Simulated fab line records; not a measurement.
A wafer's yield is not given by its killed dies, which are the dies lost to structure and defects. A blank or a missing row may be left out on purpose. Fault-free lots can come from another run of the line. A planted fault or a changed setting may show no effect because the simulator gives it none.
Comparing a struck lot with a sound one	flow sky130	15 steps out of a route of 708
Sound: wafers L600.2, L600.4, L600.6. Struck: wafers L592.1, L592.3, L592.6. The cause comes at the end.
Each step with rows lists, per side, the tool, then ch with its chambers, then its first start. Under that, the readings that differ: sound wafers	struck wafers	difference of the means	sigmas: that difference in standard deviations of wafers without a fault.
alike: a reading whose means differ by less than 2 such deviations, as well as words and numbers matching on both sides. not compared: withheld readings; readings where some wafer has no value; bounds like >300 that might hide an equal value; numbers whose values overlap and for which the record gives no deviation.
Wherever a step has rows on one side only, a row that says differs or no value, or a row with sigmas, the two part there. Non-overlapping numbers with no deviation appear without sigmas and do not part them. A reading that every wafer of one side lacks parts them only if that side has two wafers or more.

first, 5 steps without rows for these wafers: SKY_VT_ADJUST_LVTN_COAT_02 (resist thk 3000 nm); SKY_VT_ADJUST_LVTN_SOFTBAKE_03; SKY_VT_ADJUST_LVTN_EXPOSE_04 (exposes mask NWM COMPLEMENT LESS NATIVE, target cd 840 nm); SKY_VT_ADJUST_LVTN_PEB_05; SKY_VT_ADJUST_LVTN_DEVELOP_06 (develop time 60 s).
SKY_VT_ADJUST_LVTN_OVL_MEAS_07:
  sound on overlay-01, day 13 06:14; struck on overlay-01, day 10 14:46
  alike: VT_ADJUST_LVTN_OVL
then, 1 step without rows for these wafers: SKY_VT_ADJUST_LVTN_IMPLANT_08.
SKY_VT_ADJUST_LVTN_STRIP_09: strips in O2/N2.
  sound on plasma-asher-01 ch 0,1, day 13 06:25; struck on plasma-asher-02 ch 0,1, day 10 14:56
  alike: drypump-motor-current-A, oes-product-au, strip-time-to-endpoint-s
  not compared: rf-hours-counter-h
SKY_VT_ADJUST_LVTN_TW_MEAS_10:
  sound on film-metro-01, day 13 06:32; struck on film-metro-03, day 10 15:02
  alike: VT_ADJUST_LVTN_TW
then, 3 steps without rows for these wafers: SKY_VT_ADJUST_LVTN_DEHYDRATE_11 (time 60 s); SKY_VT_ADJUST_LVTN_HMDS_12 (prime time 60 s); SKY_VT_ADJUST_LVTN_COAT_13 (resist thk 1140 nm).
SKY_VT_ADJUST_LVTN_SOFTBAKE_14: time 60 s.
  sound on litho-track-01 ch 0, day 13 18:59; struck on litho-track-01 ch 0, day 11 02:49
reading	sound	struck	difference	sigmas
heater-power-total-W (W)	56.66 56.57 56.64	55.96 55.87 56.00	-0.68	-15
plate-temp-C (C)	89.86 89.91 89.97	89.41 89.15 89.46	-0.57	-5
then, 1 step without rows for these wafers: SKY_VT_ADJUST_LVTN_EXPOSE_15 (exposes mask HVN STD DERIVED, target cd 600 nm).
-- a jump in the record: the struck wafers' starts before and after are 38 days apart (it breaks off in module VT_ADJUST_LVTN and resumes in module PAD_OPEN, where the first step shown is number 708 of the route) --
SKY_PAD_OPEN_PROBE_99:
  record: rows for the struck wafers here (prober-01, day 49 01:55), none for the sound ones

== WHERE THEY PART ==
First at SKY_VT_ADJUST_LVTN_SOFTBAKE_14; last, within this record, at SKY_PAD_OPEN_PROBE_99.

WHY: what the simulator had put in
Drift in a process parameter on litho-track-01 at SKY_VT_ADJUST_LVTN_SOFTBAKE_14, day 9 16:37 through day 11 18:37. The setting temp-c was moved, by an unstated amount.
